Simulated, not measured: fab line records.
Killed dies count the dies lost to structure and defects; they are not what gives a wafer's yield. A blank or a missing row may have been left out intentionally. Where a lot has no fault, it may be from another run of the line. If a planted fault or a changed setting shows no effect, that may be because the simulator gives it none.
A struck lot beside a sound one / flow sky130 / 44 out of 708 route steps
Sound: wafers L215.1, L215.3, L215.4. Struck: wafer L210.1 (left out: L210.2, a lot-mate that was not struck); the cause follows at the end.
Per side, at each step with rows, come the tool, then ch with its chambers, and then its first start. Under that, the readings that differ: sound wafers / struck wafers / difference of the means / sigmas: that difference in standard deviations of wafers without a fault.
alike: same words and numbers on both sides, and readings whose means sit less than 2 such deviations apart. not compared: any withheld reading, any reading some wafer has no value for, any bound like >300 that may hide the same value, and any number with overlapping values for which the record gives no deviation.
A row with sigmas, a row that says differs or no value, or rows on one side alone: a step with any of these is where the two part. Numbers that don't overlap but have no deviation are shown without sigmas and don't part them. Lack of a reading on every wafer of one side parts them only where that side has two or more wafers.

SKY_VIA2_SPUTTER_20: material TiN, target thk 20 nm, time 80 s.
  sound on pvdSputter-01, day 42 21:58; struck on pvdSputter-03, day 41 12:52
reading=throttleValvePct (%); sound=31.0 31.2 31.4; struck=28.4; difference=-2.8; sigmas=-2
  alike: chamberPressurePa
then, 1 step without rows for these wafers: SKY_VIA2_CVD_21 (deposits W, target thk 420 nm, time 126.4 s).
SKY_VIA2_RS_MEAS_22: uses a four-point probe to measure.
  sound on filmMetro-01, day 42 22:10; struck on filmMetro-01, day 41 13:03
  alike: VIA2_W_RS
SKY_VIA2_THK_MEAS_23: measures by xrf.
  sound on filmMetro-01, day 42 22:17; struck on filmMetro-01, day 41 13:10
  alike: VIA2_W_THK
SKY_VIA2_CMP_24: polishes, stops on SiO2, t overpolish 20 s, target thk 0 nm.
  sound on cmp-02 ch 0,1,3, day 42 22:20; struck on cmp-02 ch 0, day 41 13:14
  alike: motorCurrentA, overpolishRunS, timeToEndpointS
SKY_METAL3_SPUTTER_00: material Ti, target thk 15 nm, time 10 s.
  sound on pvdSputter-03, day 42 22:38; struck on pvdSputter-01, day 41 13:32
  alike: chamberPressurePa, throttleValvePct
then, 1 step without rows for these wafers: SKY_METAL3_SPUTTER_01 (material TiN, target thk 20 nm, time 16.7 s).
SKY_METAL3_SPUTTER_02: material AlCu, target thk 735 nm, time 39.1 s.
  sound on pvdSputter-03, day 42 22:41; struck on pvdSputter-01, day 41 13:35
  alike: chamberPressurePa, throttleValvePct
then, 3 steps without rows for these wafers: SKY_METAL3_SPUTTER_03 (material Ti, target thk 5 nm, time 3.3 s); SKY_METAL3_SPUTTER_04 (material TiN, target thk 70 nm, time 58.3 s); SKY_CAPM_CVD_00 (deposits SiO2, target thk 15.5 nm).
SKY_CAPM_THK_MEAS_01:
  sound on filmMetro-04, day 42 22:52; struck on filmMetro-01, day 41 13:43
  alike: CAPM_CVD_00_THK
SKY_CAPM_SPUTTER_02: material TiN, target thk 200 nm, time 166.7 s.
  sound on pvdSputter-04, day 42 22:55; struck on pvdSputter-02, day 41 13:47
reading=chamberPressurePa (Pa); sound=0.3991 0.3992 0.4008; struck=0.3978; difference=-0.0019; sigmas=-2
reading=model.TiN_of_CAPM_SPUTTER_02.thkNm (nm); sound=195.6 195.5 197; struck=65.86; difference=-130.17; sigmas=
  alike: throttleValvePct
SKY_CAPM_RS_MEAS_03: uses a four-point probe to measure.
  sound on filmMetro-01, day 42 23:02; struck on filmMetro-03, day 41 13:53
reading=CAPM_TIN_RS (ohm/sq); sound=7.09 7.09 7.02; struck=22.02; difference=+14.95; sigmas=+99 or more
SKY_CAPM_THK_MEAS_04: measures by xrf.
  sound on filmMetro-01, day 42 23:09; struck on filmMetro-03, day 41 14:00
reading=CAPM_TIN_THK (nm); sound=197 197 198; struck=66; difference=-131; sigmas=-42
then, 7 steps without rows for these wafers: SKY_CAPM_DEHYDRATE_05 (time 60 s); SKY_CAPM_HMDS_06 (prime time 60 s); SKY_CAPM_COAT_07 (resist thk 1140 nm); SKY_CAPM_SOFTBAKE_08 (time 60 s); SKY_CAPM_EXPOSE_09 (exposes mask CAPM, target cd 1000 nm); SKY_CAPM_PEB_10; SKY_CAPM_DEVELOP_11 (develop time 60 s).
SKY_CAPM_OVL_MEAS_12:
  sound on overlay-02, day 43 22:32; struck on overlay-01, day 42 13:45
  alike: CAPM_OVL
SKY_CAPM_METAL_ETCH_13: etches TiN in Cl2/BCl3, stops on SiO2, target depth 220 nm, time 62.9 s.
  sound on rieMetal-02 ch 0,1, day 43 22:34; struck on rieMetal-02 ch 1, day 42 13:47
reading=oesProductAu (a.u.); sound=0.926 0.929 0.929; struck=0.565; difference=-0.363; sigmas=-39
reading=throttleValvePct (%); sound=21.892 21.905 21.912; struck=22.142; difference=+0.239; sigmas=+24
  alike: drypumpMotorCurrentA
  not compared: rfHoursCounterH
then, 12 steps without rows for these wafers: SKY_CAPM_STRIP_14 (strips in O2/N2); SKY_CAPM_STRIP_15 (strips in post etch residue remover, time 1200 s); SKY_CAPM_CLEAN_16 (cleans in IPA, time 180 s); SKY_CAPM_CLEAN_17 (cleans in O3/DIW); SKY_METAL3_DEHYDRATE_05 (time 60 s); SKY_METAL3_HMDS_06 (prime time 60 s); SKY_METAL3_COAT_07 (resist thk 60 nm); SKY_METAL3_COAT_08 (resist thk 1140 nm); SKY_METAL3_SOFTBAKE_09 (time 90 s); SKY_METAL3_EXPOSE_10 (exposes mask MM3, target cd 300 nm); SKY_METAL3_PEB_11; SKY_METAL3_DEVELOP_12 (develop time 60 s).
SKY_METAL3_CD_MEAS_13 targets a cd of 300 nm.
  sound on cdSem-01, day 44 22:19; struck on cdSem-01, day 43 14:11
  alike: cdNm
SKY_METAL3_OVL_MEAS_14:
  sound on overlay-02, day 44 22:26; struck on overlay-01, day 43 14:18
  alike: METAL3_OVL
SKY_METAL3_DESCUM_15: chemistry O2, time 8 s.
  sound on rieMetal-03 ch 0, day 44 22:28; struck on rieMetal-04 ch 1, day 43 14:20
reading=oesProductAu (a.u.); sound=1.004 1.000 1.009; struck=0.991; difference=-0.013; sigmas=-2
  alike: drypumpMotorCurrentA
  not compared: rfHoursCounterH
then, 3 steps without rows for these wafers: SKY_METAL3_ETCH_16 (etches BARC in N2/H2, stops on SiO2, time 88.2 s, target depth 60 nm); SKY_METAL3_ETCH_17 (etches SiO2 in C4F8/O2/Ar, stops on TiN, time 3.9 s, target depth 15 nm); SKY_METAL3_METAL_ETCH_18 (etches the open film in Cl2/BCl3, stops on SiO2, target depth 845 nm, time 183.1 s).
SKY_METAL3_STRIP_20: strips in post etch residue remover, time 1200 s.
  sound on wetBench-02 ch 3, day 44 23:13; struck on wetBench-01 ch 0, day 43 15:07
reading=model.TiN_of_CAPM_SPUTTER_02.thkNm (nm); sound=194.7 194.6 196.2; struck=65.01; difference=-130.16; sigmas=
-- the record jumps here: 7 days lie between the struck wafers' starts before and after (it left off in module METAL3 and takes up again in module PAD_OPEN, whose first step shown is number 708 of the route) --
SKY_PAD_OPEN_PROBE_99:
  sound on prober-01, day 51 06:24; struck on prober-02, day 50 04:40
reading=sort_bin_6_memory (%); sound=3.9 7.1 6.7; struck=9.3; difference=+3.4; sigmas=+3
reading=model.etest.capMim.plateOhmSq; sound=6.14 6.182 6.102; struck=18.34; difference=+12.20; sigmas=
reading=model.etest.capMim.bvV (V); sound=14.25 13.41 13.73; struck=10.52; difference=-3.28; sigmas=
reading=model.etest.capMim.leakLog10ACm2; sound=-9.1 -8.781 -8.924; struck=-7.238; difference=+1.697; sigmas=
  alike: defectLimitedYield, killed_at_M0_to_M3, killed_at_M4_up, killedAtContacts, killedAtFrontEnd, killedAtOther, killedDies, killedOpen, killedShort, sort_bin_3_pad_short, sort_bin_5_function, sortNPass, sortYieldPct

== WHERE THEY PART ==
Last at SKY_PAD_OPEN_PROBE_99 as far as this record goes, first at SKY_VIA2_SPUTTER_20.

WHY: whatever the simulator had introduced
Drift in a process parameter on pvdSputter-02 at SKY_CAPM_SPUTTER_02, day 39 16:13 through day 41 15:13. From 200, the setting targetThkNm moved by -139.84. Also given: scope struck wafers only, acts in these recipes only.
